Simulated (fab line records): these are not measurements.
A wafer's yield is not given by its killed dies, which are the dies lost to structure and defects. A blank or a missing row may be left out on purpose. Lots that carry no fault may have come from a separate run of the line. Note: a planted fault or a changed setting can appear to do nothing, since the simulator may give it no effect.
Struck lot and sound lot, side by side / flow sky130 / 44 out of 708 route steps
Sound: the wafers L201.2, L201.4, L201.6. The struck wafers were L214.1, L214.2, L214.3. The cause comes at the end.
For every step that has rows: the tool of each side, followed by ch and its chambers, followed by its first start. Under that, the readings that differ: sound wafers / struck wafers / difference of the means / sigmas: that difference in standard deviations of wafers without a fault.
alike: readings with means less than 2 such deviations apart, plus words and numbers identical on both sides. not compared: withheld readings, readings lacking a value on some wafer, bounds such as >300 that could conceal the same value, and numbers that have no deviation in the record and whose values overlap.
The two part at a step that has a row with sigmas, a row that says differs or no value, or rows on one side only. Numbers that don't overlap but have no deviation are shown without sigmas and don't part them. A reading missing from all wafers of one side parts the sides only when that side holds two or more wafers.

SKY_FIELD_ISO_STRIP_16: strips in O2/N2.
  sound on plasma_asher-01 ch 1, day 3 07:26; struck on plasma_asher-01 ch 0,1, day 6 03:05
reading=strip_time_to_endpoint_s (s); sound=3.59 3.61 3.63; struck=3.44 3.54 3.48; difference=-0.12; sigmas=-3
  alike: drypump_motor_current_A, oes_product_au
  not compared: rf_hours_counter_h
SKY_FIELD_ISO_ETCH_17: etches Si in HBr/Cl2/O2, target depth 342 nm, time 97.7 s.
  sound on rie_si-01 ch 0,1,2, day 3 07:32; struck on rie_si-01 ch 0,1,2, day 6 03:11
  alike: drypump_motor_current_A, oes_product_au, run_length_s, throttle_valve_pct
  not compared: rf_hours_counter_h
then, 5 steps without rows for these wafers: SKY_FIELD_ISO_WET_ETCH_18 (etches Si3N4 in H3PO4, target depth 25 nm, time 286 s); SKY_FIELD_ISO_CLEAN_19 (cleans in SC1/SC2, time 150 s); SKY_FIELD_ISO_CLEAN_20 (cleans in dHF, time 20 s); SKY_FIELD_ISO_WET_ETCH_21 (etches SiO2 in dHF, target depth 20 nm, time 400 s); SKY_FIELD_ISO_OXIDATION_22 (stabilise 600 s, purge 300 s, target thk 10 nm).
SKY_FIELD_ISO_THK_MEAS_23:
  sound: film_metro-03 at day 3 09:49; struck: film_metro-02 at day 6 04:46
reading=FIELD_ISO_OXIDATION_01_THK (nm); sound=9.71 9.90 9.69; struck=10.73 10.44 10.39; difference=+0.75; sigmas=+3
then, 1 step without rows for these wafers: SKY_FIELD_ISO_CVD_24 (deposits SiO2, target thk 595 nm, time 99.2 s).
SKY_FIELD_ISO_THK_MEAS_25:
  sound: film_metro-02 at day 3 09:57; struck: film_metro-01 at day 6 04:53
reading=FIELD_ISO_CVD_24_THK (nm); sound=590 591 593; struck=597 616 606; difference=+15; sigmas=+2
then, 1 step without rows for these wafers: SKY_FIELD_ISO_ANNEAL_26 (time 1800 s).
SKY_FIELD_ISO_CMP_27: polishes, stops on Si3N4, t overpolish 16 s, target thk 457.8 nm.
  sound on cmp-02 ch 0,3, day 3 11:45; struck on cmp-02 ch 0,1,2, day 6 06:27
  alike: edge_zone_pressure_frac, motor_current_A, overpolish_run_s, slurry_filter_dp_kPa, time_to_endpoint_s
SKY_FIELD_ISO_WET_ETCH_28: etches SiO2 in dHF, target depth 23.7 nm, time 47 s.
  sound on wet_bench-03 ch 0, day 3 12:03; struck on wet_bench-03 ch 2, day 6 06:45
reading=run_length_s (s); sound=73 73 73; struck=40 40 40; difference=-33; sigmas=-10
reading=model.SiO2_of_FIELD_ISO_CVD_24.thk_nm (nm); sound=434 435.8 435.7; struck=452.5 452.8 449.5; difference=+16.4; sigmas=
then, 4 steps without rows for these wafers: SKY_FIELD_ISO_WET_ETCH_29 (etches Si3N4 in H3PO4, target depth 160 nm, time 1825 s); SKY_FIELD_ISO_WET_ETCH_30 (etches SiO2 in dHF, target depth 25 nm, time 50 s); SKY_NWELL_CLEAN_00 (cleans in SC1/SC2, time 150 s); SKY_NWELL_OXIDATION_01 (stabilise 600 s, purge 300 s, target thk 10 nm).
SKY_NWELL_THK_MEAS_02:
  sound: film_metro-01 at day 3 15:06; struck: film_metro-01 at day 6 08:45
  alike: NWELL_OXIDATION_THK
then, 8 steps without rows for these wafers: SKY_DNWELL_DEHYDRATE_00 (time 60 s); SKY_DNWELL_HMDS_01 (prime time 60 s); SKY_DNWELL_COAT_02 (resist thk 3000 nm); SKY_DNWELL_SOFTBAKE_03; SKY_DNWELL_EXPOSE_04 (exposes mask DNM, target cd 3000 nm); SKY_DNWELL_PEB_05; SKY_DNWELL_DEVELOP_06 (develop time 60 s); SKY_DNWELL_IMPLANT_07.
SKY_DNWELL_STRIP_08: strips in O2/N2.
  sound on plasma_asher-04 ch 0, day 4 07:28; struck on plasma_asher-04 ch 0,1, day 7 04:13
  alike: drypump_motor_current_A, oes_product_au, strip_time_to_endpoint_s
  not compared: rf_hours_counter_h
SKY_DNWELL_TW_MEAS_09:
  sound: film_metro-04 at day 4 07:34; struck: film_metro-02 at day 7 04:20
  alike: DNWELL_TW
then, 7 steps without rows for these wafers: SKY_PWDE_DEHYDRATE_00 (time 60 s); SKY_PWDE_HMDS_01 (prime time 60 s); SKY_PWDE_COAT_02 (resist thk 3000 nm); SKY_PWDE_SOFTBAKE_03; SKY_PWDE_EXPOSE_04 (exposes mask PWDEM, target cd 840 nm); SKY_PWDE_PEB_05; SKY_PWDE_DEVELOP_06 (develop time 60 s).
SKY_PWDE_OVL_MEAS_07:
  sound: overlay-02 at day 5 00:07; struck: overlay-01 at day 8 00:02
  alike: PWDE_OVL
after that, 1 step had no rows for these wafers: SKY_PWDE_IMPLANT_08.
SKY_PWDE_STRIP_09: strips in O2/N2.
  sound on plasma_asher-01 ch 0,1, day 5 00:18; struck on plasma_asher-04 ch 0,1, day 8 00:14
  alike: drypump_motor_current_A, oes_product_au, strip_time_to_endpoint_s
  not compared: rf_hours_counter_h
SKY_PWDE_TW_MEAS_10:
  sound: film_metro-04 at day 5 00:25; struck: film_metro-04 at day 8 00:20
  alike: PWDE_TW
then, 3 steps without rows for these wafers: SKY_NWELL_DEHYDRATE_03 (time 60 s); SKY_NWELL_HMDS_04 (prime time 60 s); SKY_NWELL_COAT_05 (resist thk 3000 nm).
-- the record jumps here: 26 days lie between the struck wafers' starts before and after (it left off in module NWELL and takes up again in module SALICIDE, whose first step shown is number 361 of the route) --
SKY_SALICIDE_CLEAN_00: cleans in HF-last, time 30 s.
  sound on wet_bench-03 ch 3, day 30 01:17; struck on wet_bench-03 ch 1, day 34 01:42
reading=model.SiO2_of_FIELD_ISO_CVD_24.thk_nm (nm); sound=359.1 361 360.8; struck=377 377 373.9; difference=+16; sigmas=
-- the record jumps here: 16 days lie between the struck wafers' starts before and after (it left off in module SALICIDE and takes up again in module PAD_OPEN, whose first step shown is number 708 of the route) --
SKY_PAD_OPEN_PROBE_99:
  sound: prober-02 at day 47 09:50; struck: prober-01 at day 50 03:22
reading=model.etest.res_p_drift_20v.line_ohm_um; sound=1.144e+04 1.159e+04 1.117e+04; struck=1.268e+04 1.234e+04 1.234e+04; difference=+1.053e+03; sigmas=
reading=model.etest.res_p_drift_20v.rs_ohm_sq; sound=9507 9856 9499; struck=1.068e+04 1.042e+04 1.019e+04; difference=+8.093e+02; sigmas=
reading=model.etest.pfet_16v.r_on_ohm_um; sound=1.49e+04 1.503e+04 1.492e+04; struck=1.63e+04 1.608e+04 1.6e+04; difference=+1.18e+03; sigmas=
reading=model.etest.res_iso_pwell.rs_ohm_sq; sound=2704 2818 2681; struck=3985 3848 3699; difference=+1110; sigmas=
reading=model.etest.res_iso_pwell.line_ohm_um; sound=1024 1053 998.5; struck=1520 1482 1386; difference=+438; sigmas=
reading=model.etest.res_nwell.line_ohm_um; sound=1118 1152 1121; struck=1240 1215 1176; difference=+80; sigmas=
reading=model.etest.res_nwell.rs_ohm_sq; sound=927.7 949.4 922.5; struck=1044 1025 1014; difference=+94; sigmas=
reading=model.etest.pfet_16v.drive_ua_um; sound=249 244.6 248.3; struck=234.3 237.8 239.4; difference=-10.1; sigmas=
  alike: killed_at_M0_to_M3, killed_at_M4_up, killed_at_contacts, killed_at_front_end, killed_at_other, killed_dies, killed_open, killed_short

WHERE THEY PART
First at SKY_FIELD_ISO_STRIP_16; last, within this record, at SKY_FIELD_ISO_WET_ETCH_28. Later steps at which nothing parts them and some readings are alike: SKY_NWELL_THK_MEAS_02, SKY_DNWELL_STRIP_08, SKY_DNWELL_TW_MEAS_09, SKY_PWDE_OVL_MEAS_07, SKY_PWDE_STRIP_09, SKY_PWDE_TW_MEAS_10, SKY_PAD_OPEN_PROBE_99.

WHY: whatever the simulator had introduced
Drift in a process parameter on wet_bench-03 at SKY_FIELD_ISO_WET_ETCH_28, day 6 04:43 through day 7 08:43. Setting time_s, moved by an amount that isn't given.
